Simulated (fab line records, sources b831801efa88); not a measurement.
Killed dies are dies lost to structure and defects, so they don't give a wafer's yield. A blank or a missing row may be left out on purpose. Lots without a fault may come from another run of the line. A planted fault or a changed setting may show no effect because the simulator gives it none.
A struck lot beside a sound one | flow sfq_line | 14 steps out of a route of 325
Sound: wafers L583.1, L583.2, L583.3. Struck: wafers L575.1, L575.5, L575.6. The cause comes at the end.
At each step with rows: each side's tool, then ch and its chambers, then its first start. Under that, the readings that differ: sound wafers | struck wafers | difference of the means | sigmas: that difference in standard deviations of wafers without a fault.
alike: readings whose means differ by less than 2 such deviations, and words and numbers that are the same on both sides. not compared: withheld readings, readings that some wafer has no value for, bounds like >300 that may hide the same value, and numbers for which the record gives no deviation and whose values overlap.
The two part at a step that has a row with sigmas, a row that says differs or no value, or rows on one side only. Numbers that don't overlap but have no deviation are shown without sigmas and don't part them. A reading that every wafer of one side lacks parts them only if that side has two wafers or more.

SFQ_TRILAYER_A5B_CMP_CMP_130: polishes, stops on Nb, target thk 340.7 nm.
  sound on cmp-02 ch 0,1,3, day 67 03:09; struck on cmp-02 ch 0,1, day 61 21:42
  alike: motor_current_A, slurry_filter_dp_kPa
SFQ_TRILAYER_A5B_METRO_MEASURE_131:
  sound on film_metro-04, day 67 06:09; struck on film_metro-04, day 62 00:12
  alike: thk_nm
SFQ_TRILAYER_R5_DEP_SPUTTER_132: material Ti, target thk 5 nm, time 5 s.
  sound on pvd_sputter-05, day 67 07:21; struck on pvd_sputter-03, day 62 01:24
  alike: base_pressure_pa, throttle_valve_pct
SFQ_TRILAYER_R5_DEP_SPUTTER_133: material MoNx, target thk 40 nm, time 66.7 s.
  sound on pvd_sputter-05, day 67 07:22; struck on pvd_sputter-03, day 62 01:25
  alike: base_pressure_pa, throttle_valve_pct
SFQ_TRILAYER_R5_DEP_SPUTTER_134: material Ti, target thk 5 nm, time 5 s.
  sound on pvd_sputter-05, day 67 07:25; struck on pvd_sputter-03, day 62 01:28
  alike: base_pressure_pa, throttle_valve_pct
SFQ_R5_RS_MEAS_933: measures by four-point-probe.
  sound on film_metro-01, day 67 07:26; struck on film_metro-02, day 62 01:29
  alike: R5_MONX_RS
SFQ_R5_THK_MEAS_934: measures by xrf.
  sound on film_metro-01, day 67 07:34; struck on film_metro-02, day 62 01:37
  alike: R5_MONX_THK
then, 5 steps without rows for these wafers: SFQ_TRILAYER_R5_LITHO_COAT_141 (resist thk 62 nm); SFQ_TRILAYER_R5_LITHO_COAT_136 (resist thk 600 nm); SFQ_TRILAYER_R5_LITHO_SOFTBAKE_140; SFQ_TRILAYER_R5_LITHO_EXPOSE_137 (exposes mask R5, target cd 500 nm); SFQ_TRILAYER_R5_LITHO_PEB_139 (peb time 60 s).
-- the record jumps here: 5 days lie between the struck wafers' starts before and after --
SFQ_TRILAYER_R5_LITHO_DEVELOP_138: time 60 s.
  sound on litho_track-03 ch 0, day 67 22:28; struck on litho_track-03, day 66 13:50
  no value came back on the struck wafers for chill_plate_temp_C (C), exhaust_pa (Pa), resist_line_temp_C (C); on the sound wafers chill_plate_temp_C (C) reads 23.08 23.00 23.17
  reading                                             | sound           | struck            | difference | sigmas
  model.KrF_of_TRILAYER_R5_LITHO_COAT_136.thk_nm (nm) | 575.3 575.9 576 | 603.7 603.1 599.9 | +26.5      |
SFQ_R5_OVL_MEAS_935:
  sound on overlay-02, day 67 22:37; struck on overlay-01, day 66 13:59
  reading     | sound    | struck | difference                    | sigmas
  R5_OVL (nm) | -14 1 -7 | - - -  | no value on the struck wafers |

WHERE THEY PART
First at SFQ_TRILAYER_R5_LITHO_DEVELOP_138; last, within this record, at SFQ_R5_OVL_MEAS_935.

WHY: what the simulator had put in
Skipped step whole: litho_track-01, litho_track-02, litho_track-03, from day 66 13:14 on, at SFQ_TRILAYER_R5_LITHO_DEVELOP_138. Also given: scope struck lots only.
